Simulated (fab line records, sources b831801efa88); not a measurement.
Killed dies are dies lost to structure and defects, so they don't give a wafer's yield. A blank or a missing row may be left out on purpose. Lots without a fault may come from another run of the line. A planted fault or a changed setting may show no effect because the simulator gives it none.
A struck lot beside a sound one | flow sky130 | 15 steps out of a route of 708
Sound: wafers L710.1, L710.4, L710.6. Struck: wafers L718.2, L718.3, L718.6. The cause comes at the end.
At each step with rows: each side's tool, then ch and its chambers, then its first start. Under that, the readings that differ: sound wafers | struck wafers | difference of the means | sigmas: that difference in standard deviations of wafers without a fault.
alike: readings whose means differ by less than 2 such deviations, and words and numbers that are the same on both sides. not compared: withheld readings, readings that some wafer has no value for, bounds like >300 that may hide the same value, and numbers for which the record gives no deviation and whose values overlap.
The two part at a step that has a row with sigmas, a row that says differs or no value, or rows on one side only. Numbers that don't overlap but have no deviation are shown without sigmas and don't part them. A reading that every wafer of one side lacks parts them only if that side has two wafers or more.

SKY_VIA4_THK_MEAS_01:
  sound on film_metro-01, day 45 00:20; struck on film_metro-01, day 46 23:40
  alike: VIA4_HDPCVD_THK
SKY_VIA4_CMP_02: polishes SiO2.
  sound on cmp-02 ch 1,2, day 45 00:23; struck on cmp-02 ch 1,2,3, day 46 23:43
  alike: motor_current_A
SKY_VIA4_BOW_MEAS_03:
  sound on film_metro-01, day 45 00:41; struck on film_metro-01, day 47 00:02
  alike: VIA4_BOW
then, 7 steps without rows for these wafers: SKY_VIA4_DEHYDRATE_04 (time 60 s); SKY_VIA4_HMDS_05 (prime time 60 s); SKY_VIA4_COAT_06 (resist thk 1140 nm); SKY_VIA4_SOFTBAKE_07 (time 60 s); SKY_VIA4_EXPOSE_08 (exposes mask VIM4, target cd 800 nm); SKY_VIA4_PEB_09; SKY_VIA4_DEVELOP_10 (develop time 60 s).
SKY_VIA4_OVL_MEAS_11:
  sound on overlay-02, day 45 21:59; struck on overlay-02, day 47 19:27
  alike: VIA4_OVL
SKY_VIA4_ETCH_12: etches SiO2 in C4F8/O2/Ar, stops on TiN, target depth 580 nm.
  sound on rie_diel-03 ch 0,2,3, day 45 22:02; struck on rie_diel-02 ch 0,2,3, day 47 19:29
  alike: oes_product_au
SKY_VIA4_STRIP_13: strips in O2/N2.
  sound on plasma_asher-01 ch 0, day 45 22:06; struck on plasma_asher-01 ch 0, day 47 19:33
  no value came back on the struck wafers for chamber_pressure_mTorr (mTorr), drypump_motor_current_A (A), oes_product_au (a.u.), strip_time_to_endpoint_s (s); on the sound wafers chamber_pressure_mTorr (mTorr) reads 1501.6 1501.6 1498.9
  reading                                   | sound | struck          | difference | sigmas
  model.NOVOLAK_of_VIA4_COAT_06.thk_nm (nm) | 0 0 0 | 1003 999.4 1006 | +1003      |
  not compared: rf_hours_counter_h
then, 1 step without rows for these wafers: SKY_VIA4_STRIP_14 (strips in post etch residue remover, time 1200 s).
-- the record jumps here: 2 days lie between the struck wafers' starts before and after (it left off in module VIA4 and takes up again in module PAD_OPEN, whose first step shown is number 708 of the route) --
SKY_PAD_OPEN_PROBE_99:
  sound on prober-02, day 48 13:55; struck on prober-02, day 50 06:21
  reading                  | sound          | struck         | difference | sigmas
  defect_limited_yield (%) | 81.5 86.0 82.9 | 0.2 0.6 0.2    | -83.1      | -42
  killed_at_M0_to_M3       | 50 40 41       | 6 7 4          | -38        | -5
  killed_at_M4_up          | 5 3 5          | 472 475 481    | +472       | +99 or more
  killed_at_contacts       | 26 14 24       | 8 3 3          | -17        | -3
  killed_at_front_end      | 10 12 14       | 5 4 3          | -8         | -2
  killed_dies              | 91 69 84       | 491 489 491    | +409       | +41
  killed_on_rim            | 12 15 20       | 96 96 96       | +80        | +20
  killed_open              | 53 30 44       | 10 6 6         | -35        | -5
  killed_short             | 38 39 40       | 10 9 4         | -31        | -5
  sort_bin_3_pad_short (%) | 0.8 0.2 0.8    | 25.2 23.4 26.6 | +24.5      | +64
  sort_bin_5_function (%)  | 10.6 8.5 10.0  | 69.9 73.6 71.5 | +62.0      | +41
  sort_bin_6_memory (%)    | 7.1 5.3 6.3    | 4.7 2.4 1.6    | -3.3       | -3
  sort_n_pass              | 401 423 408    | 1 3 1          | -409       | -41
  sort_yield_pct (%)       | 81.5 86.0 82.9 | 0.2 0.6 0.2    | -83.1      | -42

WHERE THEY PART
First at SKY_VIA4_STRIP_13; last, within this record, at SKY_PAD_OPEN_PROBE_99.

WHY: what the simulator had put in
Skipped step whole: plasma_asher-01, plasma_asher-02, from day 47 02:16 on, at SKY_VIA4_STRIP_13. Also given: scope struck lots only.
